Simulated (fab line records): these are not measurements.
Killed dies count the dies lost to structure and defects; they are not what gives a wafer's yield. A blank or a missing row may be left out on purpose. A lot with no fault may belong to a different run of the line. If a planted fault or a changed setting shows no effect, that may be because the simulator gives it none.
The tool behind it: which one? + flow sky130 + 12 lots, 36 wafers sampled, at 5 steps of a route of 708

## WHAT THE GAUGES READ, wafer by wafer
SKY_POLY_GATE_THK_MEAS_04.
| lot  | measured     | on           | POLY_GATE_CVD_03_THK (nm) |
|------|--------------|--------------|---------------------------|
| L169 | day 15 21:37 | filmMetro-02 | 76.4 76.7 76.2            |
| L170 | day 16 03:52 | filmMetro-02 | 76.0 75.4 75.8            |
| L171 | day 16 15:58 | filmMetro-02 | 74.9 75.0 75.2            |
| L172 | day 16 22:07 | filmMetro-04 | 74.7 75.8 75.0            |
| L173 | day 17 09:35 | filmMetro-03 | 75.5 74.9 75.1            |
| L175 | day 18 09:07 | filmMetro-02 | 75.7 75.5 75.0            |
| L176 | day 19 06:19 | filmMetro-02 | 74.1 74.6 74.0            |
| L178 | day 19 20:30 | filmMetro-04 | 75.6 75.6 75.5            |
| L179 | day 20 02:42 | filmMetro-04 | 73.9 74.3 73.8            |
| L182 | day 20 19:23 | filmMetro-02 | 74.6 74.9 74.4            |
| L183 | day 21 03:51 | filmMetro-02 | 74.1 74.8 74.8            |
| L190 | day 23 11:29 | filmMetro-03 | 74.1 74.5 74.9            |

SKY_LDD_P_TW_MEAS_11.
| lot  | measured     | on           | LDD_P_TW                |
|------|--------------|--------------|-------------------------|
| L169 | day 19 18:18 | filmMetro-02 | 633 634 632             |
| L170 | day 20 01:42 | filmMetro-02 | 634 633 633             |
| L171 | day 20 21:02 | filmMetro-03 | 633 631 628             |
| L172 | day 20 21:55 | filmMetro-01 | 644 642 644             |
| L173 | day 21 12:53 | filmMetro-03 | 630 635 630             |
| L175 | day 22 09:22 | filmMetro-03 | 628 631 634             |
| L176 | day 23 06:50 | filmMetro-02 | 634 632 634             |
| L178 | day 23 20:01 | filmMetro-01 | 637 635 636             |
| L179 | day 24 02:52 | filmMetro-03 | 631 633 630             |
| L182 | day 24 19:15 | filmMetro-02 | 631 626 632             |
| L183 | day 25 03:25 | filmMetro-03 | 782 780 785 781 782 781 |
| L190 | day 27 08:39 | filmMetro-02 | 787 790 789 792 793 789 |

SKY_SD_N_RS_MEAS_18: a four-point-probe measurement.
| lot  | measured     | on           | RES_XHIGH_RS (ohm/sq) |
|------|--------------|--------------|-----------------------|
| L169 | day 28 18:56 | filmMetro-03 | 333.0 332.7 334.9     |
| L170 | day 29 01:22 | filmMetro-03 | 332.7 333.7 332.9     |
| L171 | day 29 19:46 | filmMetro-02 | 333.7 333.9 333.4     |
| L172 | day 29 20:04 | filmMetro-04 | 332.4 332.2 331.8     |
| L173 | day 30 08:21 | filmMetro-02 | 332.8 331.1 332.7     |
| L175 | day 31 03:39 | filmMetro-02 | 332.0 333.5 333.2     |
| L176 | day 32 00:39 | filmMetro-02 | 335.7 335.3 337.1     |
| L178 | day 32 10:25 | filmMetro-03 | 332.6 334.3 333.9     |
| L179 | day 32 16:35 | filmMetro-04 | 331.9 332.5 331.2     |
| L182 | day 33 05:49 | filmMetro-02 | 334.5 335.1 333.9     |
| L183 | day 33 16:40 | filmMetro-02 | 332.0 331.7 332.2     |
| L190 | day 35 19:43 | filmMetro-03 | 332.0 332.5 331.1     |

## WHAT TOOL EACH LOT RAN ON (gives the tool, then ch and the chambers of the sampled wafers, and finally the start)
| lot  | SKY_NWELL_STRIP_25                  | SKY_LDD_P_IMPLANT_09            |
|------|-------------------------------------|---------------------------------|
| L169 | plasmaAsher-03 ch 0,1, day 5 17:07  | implanter-04 ch 0, day 19 18:03 |
| L170 | plasmaAsher-02 ch 0,1, day 6 00:02  | implanter-04 ch 0, day 20 01:27 |
| L171 | plasmaAsher-03 ch 1, day 6 06:59    | implanter-02 ch 0, day 20 20:48 |
| L172 | plasmaAsher-03 ch 0,1, day 6 11:20  | implanter-04 ch 0, day 20 21:41 |
| L173 | plasmaAsher-01 ch 0,1, day 6 15:14  | implanter-02 ch 0, day 21 12:38 |
| L175 | plasmaAsher-03 ch 0,1, day 7 08:35  | implanter-02 ch 0, day 22 09:00 |
| L176 | plasmaAsher-02 ch 0,1, day 7 22:11  | implanter-04 ch 0, day 23 06:35 |
| L178 | plasmaAsher-01 ch 0,1, day 8 07:22  | implanter-03 ch 0, day 23 19:46 |
| L179 | plasmaAsher-01 ch 0,1, day 8 14:50  | implanter-04 ch 0, day 24 02:39 |
| L182 | plasmaAsher-01 ch 0,1, day 9 02:28  | implanter-02 ch 0, day 24 19:00 |
| L183 | plasmaAsher-01 ch 0,1, day 9 09:20  | implanter-03 ch 0, day 25 02:51 |
| L190 | plasmaAsher-03 ch 0,1, day 11 01:25 | implanter-04 ch 0, day 27 08:08 |
- SKY_NWELL_STRIP_25: strips in O2/N2.
- SKY_LDD_P_IMPLANT_09

## AS READ BY THE TOOLS THEMSELVES (means over the sampled wafers that have a number; for cases with no such wafer, the mark the record gives instead)
SKY_NWELL_STRIP_25.
| lot  | tool           | drypumpMotorCurrentA (A) | oesProductAu (a.u.) | stripTimeToEndpointS (s) |
|------|----------------|--------------------------|---------------------|--------------------------|
| L169 | plasmaAsher-03 | 6.0                      | 0.719               | 36.85                    |
| L170 | plasmaAsher-02 | 5.8                      | 0.721               | 36.98                    |
| L171 | plasmaAsher-03 | 5.8                      | 0.724               | 36.94                    |
| L172 | plasmaAsher-03 | 6.0                      | 0.721               | 36.94                    |
| L173 | plasmaAsher-01 | 5.7                      | 0.726               | 36.97                    |
| L175 | plasmaAsher-03 | 5.9                      | 0.725               | 36.91                    |
| L176 | plasmaAsher-02 | 5.8                      | 0.724               | 36.88                    |
| L178 | plasmaAsher-01 | 5.7                      | 0.723               | 36.72                    |
| L179 | plasmaAsher-01 | 5.6                      | 0.721               | 37.01                    |
| L182 | plasmaAsher-01 | 5.8                      | 0.721               | 37.02                    |
| L183 | plasmaAsher-01 | 5.8                      | 0.720               | 36.93                    |
| L190 | plasmaAsher-03 | 5.9                      | 0.721               | 36.94                    |

## THE ANSWER, worked out from the rows above alone
Rule: usual is defined by the lots themselves. Put in order of their means at a reading, lots are off if they are a third of the lots or fewer, leave a main group of 4 or more, and stand apart from it by a gap of 3 or more times the standard deviation of the main group's means; of several such gaps the widest counts. The tables above print the reading to a certain number of digits; a main group whose means all agree to those digits is not used. Also off: a lot with no number at a reading for which 4 or more lots have one. All remaining lots with rows at the step are treated as sound. The gauges are gone through in route order, then the tools' own readings, and for those a lot's mean is taken as printed above. The first step at which some lot is off is used, and at that step the reading that is off furthest; a lot without a number counts as furthest.
Off: L183, L190, at SKY_LDD_P_TW_MEAS_11 (LDD_P_TW). Main group: mean 633, sd 3.7.
If a tool, at a process step before that reading, ran all the lots that are off and no sound lot after the first of them, it fits. The gauges at SKY_LDD_P_TW_MEAS_11 are tried like those tools. Of those tried, none fits.

## WHAT THE SIMULATOR PUT IN
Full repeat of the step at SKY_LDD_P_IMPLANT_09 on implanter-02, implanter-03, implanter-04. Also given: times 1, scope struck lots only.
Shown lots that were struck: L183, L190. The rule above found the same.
